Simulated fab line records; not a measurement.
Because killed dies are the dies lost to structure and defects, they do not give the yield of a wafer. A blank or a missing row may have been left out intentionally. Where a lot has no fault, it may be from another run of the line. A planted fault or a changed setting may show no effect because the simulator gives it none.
Which of the tools did it? / flow sky130 / 12 lots, 36 wafers sampled, at 4 steps of a route of 708

== WHAT EACH GAUGE READ, for each wafer ==
SKY_VIA1_OVL_MEAS_13.
lot=L770; measured=day 34 09:50; on=overlay-01; VIA1_OVL (nm)=3 7 -1
lot=L773; measured=day 34 19:31; on=overlay-01; VIA1_OVL (nm)=-12 -11 -5
lot=L774; measured=day 35 00:01; on=overlay-01; VIA1_OVL (nm)=-4 0 2
lot=L776; measured=day 35 20:53; on=overlay-01; VIA1_OVL (nm)=-10 -3 -10
lot=L777; measured=day 36 07:53; on=overlay-01; VIA1_OVL (nm)=-9 -8 -5
lot=L778; measured=day 36 09:31; on=overlay-01; VIA1_OVL (nm)=10 4 9
lot=L779; measured=day 36 21:50; on=overlay-01; VIA1_OVL (nm)=12 4 3
lot=L787; measured=day 39 08:17; on=overlay-02; VIA1_OVL (nm)=1 2 2
lot=L788; measured=day 39 16:09; on=overlay-01; VIA1_OVL (nm)=4 0 0
lot=L789; measured=day 39 21:20; on=overlay-01; VIA1_OVL (nm)=-1 -2 5
lot=L790; measured=day 39 22:46; on=overlay-02; VIA1_OVL (nm)=-4 -1 5
lot=L792; measured=day 40 15:41; on=overlay-02; VIA1_OVL (nm)=-1 1 4

SKY_VIA1_RS_MEAS_22: uses a four-point probe to measure.
lot=L770; measured=day 34 10:43; on=film_metro-03; VIA1_W_RS (ohm/sq)=0.429 0.420 0.421
lot=L773; measured=day 34 20:24; on=film_metro-03; VIA1_W_RS (ohm/sq)=0.429 0.431 0.430
lot=L774; measured=day 35 00:54; on=film_metro-03; VIA1_W_RS (ohm/sq)=0.423 0.421 0.422
lot=L776; measured=day 35 21:50; on=film_metro-02; VIA1_W_RS (ohm/sq)=0.426 0.433 0.432
lot=L777; measured=day 36 08:46; on=film_metro-02; VIA1_W_RS (ohm/sq)=0.434 0.427 0.435
lot=L778; measured=day 36 10:24; on=film_metro-02; VIA1_W_RS (ohm/sq)=0.427 0.426 0.426
lot=L779; measured=day 36 22:48; on=film_metro-02; VIA1_W_RS (ohm/sq)=0.422 0.423 0.420
lot=L787; measured=day 39 09:11; on=film_metro-03; VIA1_W_RS (ohm/sq)=0.428 0.431 0.434
lot=L788; measured=day 39 17:10; on=film_metro-03; VIA1_W_RS (ohm/sq)=0.435 0.431 0.428
lot=L789; measured=day 39 22:19; on=film_metro-02; VIA1_W_RS (ohm/sq)=0.431 0.432 0.425
lot=L790; measured=day 39 23:41; on=film_metro-02; VIA1_W_RS (ohm/sq)=0.427 0.427 0.425
lot=L792; measured=day 40 16:34; on=film_metro-04; VIA1_W_RS (ohm/sq)=0.438 0.430 0.432

SKY_VIA2_THK_MEAS_01.
lot=L770; measured=day 35 14:49; on=film_metro-03; VIA2_HDPCVD_THK (nm)=1179 1190 1159
lot=L773; measured=day 35 23:57; on=film_metro-03; VIA2_HDPCVD_THK (nm)=1168 1160 1186
lot=L774; measured=day 36 03:29; on=film_metro-03; VIA2_HDPCVD_THK (nm)=1177 1195 1176
lot=L776; measured=day 37 02:14; on=film_metro-02; VIA2_HDPCVD_THK (nm)=1180 1186 1201
lot=L777; measured=day 37 12:11; on=film_metro-02; VIA2_HDPCVD_THK (nm)=1158 1176 1175
lot=L778; measured=day 37 13:56; on=film_metro-03; VIA2_HDPCVD_THK (nm)=1805 1164 1789
lot=L779; measured=day 38 02:28; on=film_metro-02; VIA2_HDPCVD_THK (nm)=1823 1168 1817
lot=L787; measured=day 40 11:43; on=film_metro-01; VIA2_HDPCVD_THK (nm)=1193 1169 1185
lot=L788; measured=day 40 19:39; on=film_metro-03; VIA2_HDPCVD_THK (nm)=1163 1159 1161
lot=L789; measured=day 41 00:38; on=film_metro-02; VIA2_HDPCVD_THK (nm)=1180 1176 1186
lot=L790; measured=day 41 01:26; on=film_metro-02; VIA2_HDPCVD_THK (nm)=1172 1167 1194
lot=L792; measured=day 41 17:46; on=film_metro-01; VIA2_HDPCVD_THK (nm)=1181 1183 1180

== TOOL THAT RAN EACH LOT (tool first, then ch and the chambers of the sampled wafers, then the start) ==
lot=L770; SKY_VIA2_HDPCVD_00=hdpcvd-02 ch 0,1,2, day 35 14:41
lot=L773; SKY_VIA2_HDPCVD_00=hdpcvd-01 ch 0,1,2, day 35 23:49
lot=L774; SKY_VIA2_HDPCVD_00=hdpcvd-01 ch 0,1, day 36 03:21
lot=L776; SKY_VIA2_HDPCVD_00=hdpcvd-02 ch 0,1,2, day 37 02:07
lot=L777; SKY_VIA2_HDPCVD_00=hdpcvd-02 ch 0,1, day 37 12:04
lot=L778; SKY_VIA2_HDPCVD_00=hdpcvd-01 ch 1,2, day 37 13:48
lot=L779; SKY_VIA2_HDPCVD_00=hdpcvd-01 ch 0,1,2, day 38 02:22
lot=L787; SKY_VIA2_HDPCVD_00=hdpcvd-02 ch 0,1,2, day 40 11:35
lot=L788; SKY_VIA2_HDPCVD_00=hdpcvd-01 ch 1,2, day 40 19:30
lot=L789; SKY_VIA2_HDPCVD_00=hdpcvd-01 ch 1,2, day 41 00:30
lot=L790; SKY_VIA2_HDPCVD_00=hdpcvd-01 ch 0,1, day 41 01:19
lot=L792; SKY_VIA2_HDPCVD_00=hdpcvd-02 ch 0,1,2, day 41 17:38
- SKY_VIA2_HDPCVD_00: deposits SiO2, target thk 1180 nm, time 196.7 s.

== AS READ BY THE TOOLS THEMSELVES (means over the sampled wafers that have a number; for cases with no such wafer, the mark the record gives instead) ==
The record holds no such reading with a usual standard deviation.

== THE ANSWER, worked out from the rows above alone ==
Rule: the lots themselves supply what counts as usual. Put in order of their means at a reading, lots are off if they are a third of the lots or fewer, leave a main group of 4 or more, and stand apart from it by a gap of 3 or more times the standard deviation of the main group's means; of several such gaps the widest counts. A main group is skipped when, at the precision printed for the reading in the tables above, its means are all equal. A lot without any number at a reading at which 4 lots or more have one is off too. The other lots that the step has rows for count as sound. First the gauges in route order, then the tools' own readings, where a lot's mean is used as printed above. The first step at which some lot is off is used, and at that step the reading that is off furthest; a lot without a number counts as furthest.
Off: at SKY_VIA2_THK_MEAS_01 (VIA2_HDPCVD_THK), L778, L779. Mean 1177 nm and standard deviation 7.6 in the main group.
If a tool, at a process step before that reading, ran all the lots that are off and no sound lot after the first of them, it fits. Gauges at SKY_VIA2_THK_MEAS_01: tried the same way as those tools. None of those tried fits.

== WHAT THE SIMULATOR HAD PUT IN ==
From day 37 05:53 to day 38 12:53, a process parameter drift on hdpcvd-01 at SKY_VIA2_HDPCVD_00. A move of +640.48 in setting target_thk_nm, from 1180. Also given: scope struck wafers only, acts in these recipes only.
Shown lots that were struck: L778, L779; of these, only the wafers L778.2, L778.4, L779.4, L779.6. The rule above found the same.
